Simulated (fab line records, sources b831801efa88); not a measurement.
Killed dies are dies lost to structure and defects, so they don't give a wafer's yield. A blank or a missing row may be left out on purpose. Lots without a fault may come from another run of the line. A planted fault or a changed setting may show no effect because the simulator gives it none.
Problem report in the 8D (eight disciplines) form, filled by code | flow sky130 | the parts of the form that need people (team, actions taken, sign-off) are left out

1. THE PROBLEM
killed_at_M4_up at SKY_PAD_OPEN_PROBE_99 reads a mean of 51.3 on 6 wafers of 2 lots; wafers without a fault read 3.3 with a standard deviation of 1.7. That is +28 standard deviations from the usual mean.
First seen on wafer L227.2, day 50 00:22, on prober-01. The record holds 18 wafers of 6 lots with a number at this step. Rule for "out", or "out of limits": more than 4 standard deviations from the usual mean. The other wafers with a number count as sound.

2. WHAT IT IS AND WHAT IT IS NOT
question                    | is                     | is not
which readings at this step | killed_at_M4_up        | killed_at_contacts, killed_at_other, sort_bin_6_memory
which lots                  | L227, L232             | L210, L213, L218, L222
which wafers of those lots  | all that have a number | -
read on which tools         | prober-01              | prober-02
when                        | from day 50 00:22      | up to then (12 sound wafers)

3. SUSPECTS, AND WHAT RULES EACH OUT
Counting: a tool at a process step up to the reading stays a suspect if it ran every lot that is out and no sound lot after the first of them.
- rie_metal-01 at SKY_METAL4_METAL_ETCH_18 (etches the open film in Cl2/BCl3, stops on SiO2, target depth 845 nm, time 183.1 s): kept. It ran every lot that is out, first L227 (day 46 16:46), and no sound lot after that; its last sound lot up to then is L222 (day 45 16:02).
- cmp-01 at SKY_VIA4_CMP_02 (polishes SiO2): kept. It ran every lot that is out, first L227 (day 46 17:49), and no sound lot after that; its last sound lot up to then is L222 (day 45 17:08).
- pvd_sputter-02 at SKY_VIA4_SPUTTER_17 (material TiN, target thk 20 nm, time 80 s): kept. It ran every lot that is out, first L227 (day 47 14:35), and no sound lot after that; its last sound lot up to then is L218 (day 45 13:04).
- cmp-02 at SKY_VIA4_CMP_21 (polishes, stops on SiO2, t overpolish 25 s, target thk 0 nm): kept. It ran every lot that is out, first L227 (day 47 15:08), and no sound lot after that; its last sound lot up to then is L222 (day 46 15:19).
- prober-01 at SKY_PAD_OPEN_PROBE_99: kept. It ran every lot that is out, first L227 (day 50 00:22), and no sound lot after that; its last sound lot up to then is L213 (day 46 22:50). Its own readings are out on those wafers: killed_at_M4_up.
Left after counting: rie_metal-01 at SKY_METAL4_METAL_ETCH_18, cmp-01 at SKY_VIA4_CMP_02, pvd_sputter-02 at SKY_VIA4_SPUTTER_17, cmp-02 at SKY_VIA4_CMP_21, prober-01 at SKY_PAD_OPEN_PROBE_99.

4. THE CAUSE (what the simulator had put in)
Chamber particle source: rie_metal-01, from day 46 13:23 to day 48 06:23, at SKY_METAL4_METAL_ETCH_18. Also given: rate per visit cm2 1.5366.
Counting left 5 suspects, and this tool is among them.

5. THE CHAIN OF EFFECTS, in route order
Each row: a reading whose mean over the struck wafers that have a number lies more than 3 standard deviations from the usual. Only readings for which the record gives a usual standard deviation are gone through. hours: the time from each lot's start at the first step in this table that gives one to its start at this step, as a median over the lots. sigmas: the change in usual standard deviations.
hours | step                  | reading              | usual  | on struck wafers | change | sigmas
0     | SKY_PAD_OPEN_PROBE_99 | defect_limited_yield | 82.2 % | 74.8             | -7.5   | -3.9
0     | SKY_PAD_OPEN_PROBE_99 | killed_at_M4_up      | 3.3    | 51.3             | +48.0  | +28
0     | SKY_PAD_OPEN_PROBE_99 | killed_dies          | 87     | 124              | +37    | +4.0
0     | SKY_PAD_OPEN_PROBE_99 | sort_bin_3_pad_short | 0.9 %  | 3.9              | +3.0   | +6.6
0     | SKY_PAD_OPEN_PROBE_99 | sort_bin_5_function  | 10.6 % | 15.3             | +4.7   | +3.2
0     | SKY_PAD_OPEN_PROBE_99 | sort_n_pass          | 405    | 368              | -37    | -4.0
0     | SKY_PAD_OPEN_PROBE_99 | sort_yield_pct       | 82.2 % | 74.8             | -7.5   | -3.9
The process steps in it:
- SKY_PAD_OPEN_PROBE_99

6. WHAT WOULD HAVE CAUGHT IT SOONER
In this record the first reading out of limits was taken at day 50 00:22, 83 hours after the fault began at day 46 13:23.
Of the tool readings at SKY_METAL4_METAL_ETCH_18 for which the record gives a usual standard deviation, none was out on any struck wafer, so an alarm limit of 4 standard deviations on them would not have fired.
All the lots that are out (2) had begun SKY_METAL4_METAL_ETCH_18 on rie_metal-01 by day 50 00:22. A hold on the tool at that time would have spared none of them.
